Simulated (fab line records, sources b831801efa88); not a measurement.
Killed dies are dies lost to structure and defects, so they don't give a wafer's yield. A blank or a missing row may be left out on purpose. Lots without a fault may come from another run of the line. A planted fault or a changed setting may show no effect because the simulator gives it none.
Which tool did it? | flow sky130 | 13 lots, 39 wafers sampled, at 4 steps of a route of 708

WHAT THE GAUGES READ, wafer by wafer
SKY_FIELD_ISO_CD_MEAS_13: target cd 150 nm. Usual: cd_nm 150.1 nm, standard deviation 1.4.
lot  | measured    | on        | cd_nm (nm)        | flag
L996 | day 2 10:32 | cd_sem-02 | 151.6 152.3 151.6 |
L997 | day 2 16:17 | cd_sem-02 | 148.6 149.1 149.8 |
L998 | day 2 21:30 | cd_sem-02 | 151.3 151.0 150.3 |
L999 | day 3 01:09 | cd_sem-02 | 153.8 152.1 153.8 |
L100 | day 3 07:08 | cd_sem-01 | 150.7 150.2 151.4 |
L101 | day 3 11:12 | cd_sem-02 | 150.0 149.3 151.9 |
L102 | day 3 17:08 | cd_sem-01 | 147.9 150.2 151.1 |
L105 | day 4 10:09 | cd_sem-01 | 147.8 148.2 148.7 |
L110 | day 5 10:40 | cd_sem-02 | 150.8 151.2 150.8 |
L112 | day 5 20:27 | cd_sem-01 | 151.3 150.7 148.9 |
L113 | day 6 02:51 | cd_sem-01 | 152.1 151.4 150.8 |
L115 | day 6 14:48 | cd_sem-02 | 149.3 149.9 148.3 |
L116 | day 6 19:03 | cd_sem-02 | 150.7 152.3 149.9 |

SKY_VT_ADJUST_HVTR_CD_MEAS_07: target cd 380 nm. Usual: cd_nm 380.1 nm, standard deviation 2.7.
lot  | measured     | on        | cd_nm (nm)        | flag
L996 | day 9 21:02  | cd_sem-02 | 378.9 379.7 380.0 |
L997 | day 10 07:02 | cd_sem-02 | 377.2 379.4 380.0 |
L998 | day 10 19:56 | cd_sem-02 | 384.1 383.4 384.9 |
L999 | day 11 00:56 | cd_sem-01 | 378.9 379.0 379.6 |
L100 | day 11 08:07 | cd_sem-02 | 379.1 380.7 381.2 |
L101 | day 11 14:03 | cd_sem-02 | 382.8 381.5 380.8 |
L102 | day 11 15:07 | cd_sem-01 | 376.8 372.9 375.6 |
L105 | day 12 16:01 | cd_sem-01 | 378.7 377.9 379.0 |
L110 | day 14 06:08 | cd_sem-01 | 383.0 380.4 382.1 |
L112 | day 14 20:30 | cd_sem-02 | 375.5 373.9 379.4 |
L113 | day 15 03:13 | cd_sem-02 | 380.0 384.2 382.3 |
L115 | day 15 23:14 | cd_sem-02 | 379.4 381.3 379.3 |
L116 | day 16 01:56 | cd_sem-01 | 382.7 380.0 383.2 |

WHICH TOOL RAN EACH LOT (tool, then ch and the chambers of the sampled wafers, then the start)
lot  | SKY_FIELD_ISO_ETCH_15             | SKY_VT_ADJUST_NCORE_STRIP_10
L996 | rie_diel-04 ch 0,1,3, day 2 10:40 | plasma_asher-03 ch 0,1, day 8 22:52
L997 | rie_diel-01 ch 0,1,3, day 2 16:27 | plasma_asher-03 ch 0,1, day 9 08:02
L998 | rie_diel-04 ch 0,2,3, day 2 21:39 | plasma_asher-03 ch 0,1, day 9 20:40
L999 | rie_diel-04 ch 0,3, day 3 01:18   | plasma_asher-03 ch 0,1, day 10 01:11
L100 | rie_diel-01 ch 0,2, day 3 07:18   | plasma_asher-01 ch 0, day 10 08:37
L101 | rie_diel-01 ch 0,1,3, day 3 11:21 | plasma_asher-03 ch 1, day 10 14:16
L102 | rie_diel-01 ch 0,1,2, day 3 17:17 | plasma_asher-03 ch 0,1, day 10 14:56
L105 | rie_diel-04 ch 1,3, day 4 10:19   | plasma_asher-03 ch 0,1, day 11 15:08
L110 | rie_diel-04 ch 1,3, day 5 10:49   | plasma_asher-03 ch 0,1, day 13 04:49
L112 | rie_diel-01 ch 0,1, day 5 20:36   | plasma_asher-04 ch 0,1, day 13 18:13
L113 | rie_diel-01 ch 0,1,2, day 6 03:01 | plasma_asher-01 ch 0,1, day 14 01:11
L115 | rie_diel-04 ch 0,1,3, day 6 14:57 | plasma_asher-04 ch 0,1, day 14 20:17
L116 | rie_diel-04 ch 1,2,3, day 6 19:12 | plasma_asher-03 ch 0, day 14 23:17
- SKY_FIELD_ISO_ETCH_15: etches the open film in CHF3/O2, stops on Si, target depth 180 nm, time 72 s.
- SKY_VT_ADJUST_NCORE_STRIP_10: strips in O2/N2.

WHAT THE TOOLS THEMSELVES READ (means of the sampled wafers that have a number; where no wafer has one, the mark that the record gives instead)
SKY_FIELD_ISO_ETCH_15. Usual: bias_w 199.8 W, standard deviation 0.7; drypump_motor_current_A 5.7 A, standard deviation 0.45; oes_product_au 0.944 a.u., standard deviation 0.007; throttle_valve_pct 8.845 %, standard deviation 0.0098.
lot  | tool        | bias_w (W) | drypump_motor_current_A (A) | oes_product_au (a.u.) | throttle_valve_pct (%) | flag
L996 | rie_diel-04 | 199.7      | 5.2                         | 0.944                 | 8.844                  |
L997 | rie_diel-01 | 199.8      | 5.9                         | 0.937                 | 8.835                  |
L998 | rie_diel-04 | 199.6      | 5.4                         | 0.941                 | 8.849                  |
L999 | rie_diel-04 | 200.2      | 5.0                         | 0.943                 | 8.833                  |
L100 | rie_diel-01 | 199.6      | 5.7                         | 0.941                 | 8.859                  |
L101 | rie_diel-01 | 199.8      | 5.9                         | 0.937                 | 8.849                  |
L102 | rie_diel-01 | 199.7      | 5.9                         | 0.942                 | 8.845                  |
L105 | rie_diel-04 | 199.3      | 5.1                         | 0.938                 | 8.836                  |
L110 | rie_diel-04 | 200.5      | 5.3                         | 0.939                 | 8.841                  |
L112 | rie_diel-01 | 180.2      | 6.0                         | 0.945                 | 8.843                  | OFF
L113 | rie_diel-01 | 179.7      | 5.9                         | 0.943                 | 8.843                  | OFF
L115 | rie_diel-04 | 199.5      | 5.2                         | 0.947                 | 8.846                  |
L116 | rie_diel-04 | 200.0      | 5.6                         | 0.949                 | 8.843                  |

SKY_VT_ADJUST_NCORE_STRIP_10. Usual: drypump_motor_current_A 5.7 A, standard deviation 0.59; oes_product_au 0.717 a.u., standard deviation 0.0044; strip_time_to_endpoint_s 14.15 s, standard deviation 0.041.
lot  | tool            | drypump_motor_current_A (A) | oes_product_au (a.u.) | strip_time_to_endpoint_s (s) | flag
L996 | plasma_asher-03 | 6.4                         | 0.719                 | 14.23                        |
L997 | plasma_asher-03 | 6.2                         | 0.713                 | 14.16                        |
L998 | plasma_asher-03 | 6.4                         | 0.714                 | 14.16                        |
L999 | plasma_asher-03 | 6.2                         | 0.715                 | 14.11                        |
L100 | plasma_asher-01 | 5.3                         | 0.717                 | 14.17                        |
L101 | plasma_asher-03 | 6.7                         | 0.719                 | 14.17                        |
L102 | plasma_asher-03 | 6.2                         | 0.712                 | 14.12                        |
L105 | plasma_asher-03 | 6.4                         | 0.714                 | 14.14                        |
L110 | plasma_asher-03 | 6.4                         | 0.720                 | 14.18                        |
L112 | plasma_asher-04 | 5.2                         | 0.713                 | 14.13                        |
L113 | plasma_asher-01 | 5.3                         | 0.721                 | 14.16                        |
L115 | plasma_asher-04 | 5.2                         | 0.719                 | 14.15                        |
L116 | plasma_asher-03 | 5.9                         | 0.716                 | 14.18                        |

THE ANSWER, worked out from the rows above alone
Rule: a lot is off if the mean of its wafers that have a number lies more than 3 standard deviations from the usual mean. A lot without any number at a reading at which 4 lots or more have one is off too. The other lots that the step has rows for count as sound. The gauges are gone through in route order, then the tools' own readings, and for those a lot's mean is taken as printed above. The first step at which some lot is off is used, and at that step the reading that is off furthest; a lot without a number counts as furthest.
Off: L112, L113, at SKY_FIELD_ISO_ETCH_15 (bias_w).
A tool fits if, at that step or a process step before it, it ran every lot that is off, and no sound lot after the first of them. One fits: rie_diel-01 at SKY_FIELD_ISO_ETCH_15. Its last sound lot is L102 (day 3 17:17), its first lot that is off L112 (day 5 20:36): a fault that began between those two fits.
The tool's own readings at SKY_FIELD_ISO_ETCH_15 bear it out: on the lots that are off they differ by more than 5 times the standard deviation of the sound lots' means. bias_w reads 179.9 W there against 199.8 W on the sound lots.

WHAT THE SIMULATOR HAD PUT IN
Process parameter drift: rie_diel-01, from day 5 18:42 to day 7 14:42, at SKY_FIELD_ISO_ETCH_15. Setting bias_w, moved by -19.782, from 200. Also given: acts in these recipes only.
Lots struck among those shown: L112, L113. The rule above found the same.
